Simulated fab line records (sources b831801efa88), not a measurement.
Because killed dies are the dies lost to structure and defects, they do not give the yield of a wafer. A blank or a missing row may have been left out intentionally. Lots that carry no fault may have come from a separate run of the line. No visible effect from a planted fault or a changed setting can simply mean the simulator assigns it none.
Code-filled problem report in 8D (eight disciplines) form -- flow sky130 -- the parts of the form that need people (team, actions taken, sign-off) are left out

## 1. WHAT WENT WRONG
Mean LDD_HVP_OVL at SKY_LDD_HVP_OVL_MEAS_07: 41.0 nm over 9 wafers in 3 lots; fault-free wafers: 0.0 nm, standard deviation 1.3. That is +32 standard deviations from the usual mean.
The first sign was on wafer L175.2 at day 23 17:50, on overlay-01. At this step, 39 wafers from 13 lots have a number in the record. Rule for "out" (also "out of limits"): further than 4 standard deviations from the usual mean. Any other wafer with a number is counted as sound.

## 2. WHAT IT IS, AND WHAT IT ISN'T
question,is,is not
which readings at this step,LDD_HVP_OVL,-
which lots,"L175, L176, L178","L169, L170, L171, L172, L173, L174, L183, L189, L190, L191"
which wafers of those lots,all that have a number,-
read on which gauges,"overlay-01, overlay-02",-
when,from day 23 17:50,"up to then (18 sound wafers); but 12 sound wafers of L183, L189, L190, L191 came after"

## 3. THE SUSPECTS, EACH WITH WHAT RULES IT OUT
Counting: any tool at a process step up to the reading is kept as a suspect provided that every lot that is out went through it and no sound lot did after the first of them.
- ruled out: the gauge at SKY_LDD_HVP_OVL_MEAS_07. Those wafers that are out were read across 2 gauges (overlay-01, overlay-02).
- iline-stepper-01 at SKY_LDD_HVP_EXPOSE_04 (exposes mask HVPTM, target cd 700 nm): kept. It ran every lot that is out, first L175 (day 23 03:07), and no sound lot after that; its last sound lot up to then is L173 (day 22 14:44).
Left after counting: iline-stepper-01 at SKY_LDD_HVP_EXPOSE_04.

## 4. THE CAUSE (what the simulator had put in)
Scanner matching overlay: iline-stepper-01, from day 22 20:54 on, at SKY_LDD_HVP_EXPOSE_04. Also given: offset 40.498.
Only this tool survived the counting.

## 5. THE EFFECT CHAIN, in route order
Each row: a reading whose mean over the struck wafers that have a number lies more than 3 standard deviations from the usual. Only readings for which the record gives a usual standard deviation are gone through. hours: the time from each lot's start at the first step in this table that gives one to its start at this step, as a median over the lots. sigmas: the change in usual standard deviations.
hours,step,reading,usual,on struck wafers,change,sigmas
0,SKY_LDD_HVP_OVL_MEAS_07,LDD_HVP_OVL,0.0 nm,41.0,+41.0,+32
At these later measuring or inspecting steps, every struck wafer for which the step has a row has a number for every such reading, and none has moved that far: SKY_SPACER_THK_MEAS_01.

## 6. HOW IT WOULD HAVE BEEN CAUGHT EARLIER
21 hours passed between the start of the fault at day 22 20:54 and the first reading out of limits at a measuring or inspecting step in this record, taken at day 23 17:50.
Among the 3 lots that are out, L176, L178 began SKY_LDD_HVP_EXPOSE_04 on iline-stepper-01 after day 23 17:50. A hold on the tool at that time would have spared those 2.
